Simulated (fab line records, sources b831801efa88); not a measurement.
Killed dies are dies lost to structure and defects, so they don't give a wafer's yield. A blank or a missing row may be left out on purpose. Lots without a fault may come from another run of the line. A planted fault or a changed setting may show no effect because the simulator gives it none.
Split-lot experiment | flow gf180mcu | 5 lots, 23 wafers read, on a route of 602 steps

THE SPLIT
At GF_M5_METAL_ETCH_10 (etches the open film in Cl2/BCl3, stops on SiO2, target depth 627.5 nm, time 104.6 s), the setting icp_w was moved away from the recipe's 800 W on 9 of the 23 wafers read, by -10.5% to +6.7%. The other wafers ran this setting at the recipe's value.

The reading is taken at the split's own step.

THE READING
KrF_of_M5_COAT_02.thk_nm (the simulator's own value, which no gauge read), in nm, at GF_M5_METAL_ETCH_10 (etches the open film in Cl2/BCl3, stops on SiO2, target depth 627.5 nm, time 104.6 s). The file gives no usual value for it. The 14 wafers here that ran the recipe average 697.8 nm, standard deviation 5.6 nm.

wafer  | tool, chamber at the split | icp_w as run, W | against the recipe | KrF_of_M5_COAT_02.thk_nm, nm | against lot-mates on the recipe
L076.3 | rie_metal-01, 1            | 800             | recipe             | 694.5                        | -
L076.4 | rie_metal-01, 0            | 800             | recipe             | 692.1                        | -
L076.6 | rie_metal-01, 1            | 800             | recipe             | 695.7                        | -
L078.1 | rie_metal-02, 1            | 800             | recipe             | 694.1                        | -
L078.2 | rie_metal-02, 0            | 771             | -3.6%              | 708.9                        | +12.3
L078.4 | rie_metal-02, 0            | 800             | recipe             | 705.2                        | -
L078.5 | rie_metal-02, 1            | 800             | recipe             | 690.4                        | -
L078.6 | rie_metal-02, 0            | 771             | -3.6%              | 709.6                        | +13.0
L079.1 | rie_metal-01, 1            | 800             | recipe             | 705.2                        | -
L079.2 | rie_metal-01, 0            | 800             | recipe             | 706.8                        | -
L079.3 | rie_metal-01, 0            | 853.4           | +6.7%              | 687.9                        | -16.3
L079.4 | rie_metal-01, 1            | 853.4           | +6.7%              | 689.5                        | -14.7
L079.6 | rie_metal-01, 0            | 800             | recipe             | 700.7                        | -
L080.1 | rie_metal-02, 0            | 718.3           | -10.2%             | 723.1                        | +27.6
L080.2 | rie_metal-02, 1            | 800             | recipe             | 690.2                        | -
L080.4 | rie_metal-02, 0            | 800             | recipe             | 701.7                        | -
L080.5 | rie_metal-02, 1            | 800             | recipe             | 694.5                        | -
L080.6 | rie_metal-02, 0            | 718.3           | -10.2%             | 722.7                        | +27.2
L083.1 | rie_metal-04, 0            | 715.8           | -10.5%             | 726.3                        | +27.3
L083.2 | rie_metal-04, 1            | 715.8           | -10.5%             | 718.3                        | +19.3
L083.3 | rie_metal-04, 1            | 800             | recipe             | 694.4                        | -
L083.5 | rie_metal-04, 0            | 800             | recipe             | 703.6                        | -
L083.6 | rie_metal-04, 1            | 715.8           | -10.5%             | 720.4                        | +21.4

THE FIT
A straight line over all 23 wafers: KrF_of_M5_COAT_02.thk_nm changes by -2.16 nm for each +1% of icp_w; r = -0.91; the points scatter about the line by 5.1 nm.
The same after taking each lot's own level away (the mean of its wafers on the recipe; 23 wafers): -2.38 nm for each +1%; r = -0.95; scatter 4.1 nm.
On that fit, the largest move of icp_w shifts the reading by 25 nm.
The lots' own levels span 694.10 to 704.23 nm, that is 1.8 times the standard deviation above.
So the lot-to-lot level changes the slope little: the two slopes agree.
Check: with one of the wafers moved furthest among these (-10.5%) left out of the fit, the line predicts +25 nm for it against its lot-mates. It came out at +27.3 nm against them.

OTHER SPLITS ON THESE WAFERS
These wafers also went through other splits before the reading. Each is held against what the fit with the lots' levels taken away leaves over:
other split on the same wafers       | wafers away from the commonest value | r with KrF_of_M5_COAT_02.thk_nm (lot level and that fit taken away)
GF_V3_CVD_02 time_s                  | 10                                   | -0.26
GF_V3_EXPOSE_11 dose_mj              | 8                                    | -0.15
GF_V3_ETCH_16 bias_w                 | 6                                    | -0.02
GF_V3_SPUTTER_22 chamber_pressure_pa | 10                                   | -0.09
GF_V4_CVD_00 sih4_flow_sccm          | 9                                    | +0.19
GF_V4_SPUTTER_22 chamber_pressure_pa | 15                                   | +0.18
GF_MIM_SPUTTER_09 power_w            | 9                                    | +0.35
GF_MIM_METAL_ETCH_19 icp_w           | 10                                   | -0.23

THE WHOLE CHAIN: every reading that the file lists as answering this split, in the file's order
step                | what it does                                                                         | reading                                                                   | change (the file's fit)              | r (the file's)
GF_M5_METAL_ETCH_10 | etches the open film in Cl2/BCl3, stops on SiO2, target depth 627.5 nm, time 104.6 s | KrF_of_M5_COAT_02.thk_nm (the simulator's own value, which no gauge read) | -2.45 nm for each +1% of the setting | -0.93
GF_M5_STRIP_11      | strips in O2/N2                                                                      | strip_time_to_endpoint_s                                                  | withheld for each +1% of the setting | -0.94

THE FILE'S OWN FIT
KrF_of_M5_COAT_02.thk_nm changes by -2.45 nm for each +1% of icp_w, r = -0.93.
